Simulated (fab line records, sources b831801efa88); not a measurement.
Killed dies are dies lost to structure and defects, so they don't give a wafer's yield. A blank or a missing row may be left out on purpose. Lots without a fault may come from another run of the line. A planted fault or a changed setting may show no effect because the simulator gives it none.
Split-lot experiment | flow sky130 | 5 lots, 23 wafers read, on a route of 708 steps

THE SPLIT
At SKY_VIA4_SPUTTER_17 (material TiN, target thk 20 nm, time 80 s), the setting chamber_pressure_pa was moved away from the recipe's 5 Pa on 20 of the 23 wafers read, by -14.6% to +8.2%. The other wafers ran this setting at the recipe's value.

The reading is taken at the split's own step.

THE READING
TiN_of_VIA4_SPUTTER_17.thk_nm (the simulator's own value, which no gauge read), in nm, at SKY_VIA4_SPUTTER_17 (material TiN, target thk 20 nm, time 80 s). The file gives no usual value for it. The 3 wafers here that ran the recipe average 20.14 nm, standard deviation 0.28 nm.

wafer  | tool, chamber at the split | chamber_pressure_pa as run, Pa | against the recipe | TiN_of_VIA4_SPUTTER_17.thk_nm, nm | against lot-mates on the recipe
L074.1 | pvd_sputter-01, -          | 5                              | recipe             | 19.81                             | -
L074.2 | pvd_sputter-01, -          | 5                              | recipe             | 20.11                             | -
L074.5 | pvd_sputter-01, -          | 5                              | recipe             | 20.5                              | -
L077.2 | pvd_sputter-03, -          | 4.409                          | -11.8%             | 22.61                             | no lot-mate on the recipe
L077.3 | pvd_sputter-03, -          | 4.409                          | -11.8%             | 22.07                             | no lot-mate on the recipe
L077.4 | pvd_sputter-03, -          | 4.409                          | -11.8%             | 22.08                             | no lot-mate on the recipe
L077.5 | pvd_sputter-03, -          | 4.409                          | -11.8%             | 22.08                             | no lot-mate on the recipe
L077.6 | pvd_sputter-03, -          | 4.409                          | -11.8%             | 22.6                              | no lot-mate on the recipe
L078.1 | pvd_sputter-04, -          | 4.422                          | -11.6%             | 22.3                              | no lot-mate on the recipe
L078.3 | pvd_sputter-04, -          | 4.422                          | -11.6%             | 22.76                             | no lot-mate on the recipe
L078.4 | pvd_sputter-04, -          | 4.422                          | -11.6%             | 22.27                             | no lot-mate on the recipe
L078.5 | pvd_sputter-04, -          | 4.422                          | -11.6%             | 22.79                             | no lot-mate on the recipe
L078.6 | pvd_sputter-04, -          | 4.422                          | -11.6%             | 22.29                             | no lot-mate on the recipe
L080.1 | pvd_sputter-03, -          | 5.412                          | +8.2%              | 18.66                             | no lot-mate on the recipe
L080.2 | pvd_sputter-03, -          | 5.412                          | +8.2%              | 18.14                             | no lot-mate on the recipe
L080.3 | pvd_sputter-03, -          | 5.412                          | +8.2%              | 18.38                             | no lot-mate on the recipe
L080.5 | pvd_sputter-03, -          | 5.412                          | +8.2%              | 18.05                             | no lot-mate on the recipe
L080.6 | pvd_sputter-03, -          | 5.412                          | +8.2%              | 18.33                             | no lot-mate on the recipe
L084.1 | pvd_sputter-01, -          | 4.272                          | -14.6%             | 22.75                             | no lot-mate on the recipe
L084.2 | pvd_sputter-01, -          | 4.272                          | -14.6%             | 23.21                             | no lot-mate on the recipe
L084.6 | pvd_sputter-01, -          | 4.272                          | -14.6%             | 23.21                             | no lot-mate on the recipe
L084.3 | pvd_sputter-01, -          | 4.272                          | -14.6%             | 22.87                             | no lot-mate on the recipe
L084.4 | pvd_sputter-01, -          | 4.272                          | -14.6%             | 22.81                             | no lot-mate on the recipe

THE FIT
A straight line over all 23 wafers: TiN_of_VIA4_SPUTTER_17.thk_nm changes by -0.203 nm for each +1% of chamber_pressure_pa; r = -0.99; the points scatter about the line by 0.27 nm.
Too few moved wafers have a lot-mate on the recipe to fit a line with each lot's own level taken away.

THE FILE'S OWN FIT
TiN_of_VIA4_SPUTTER_17.thk_nm changes by -0.203 nm for each +1% of chamber_pressure_pa, r = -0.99.
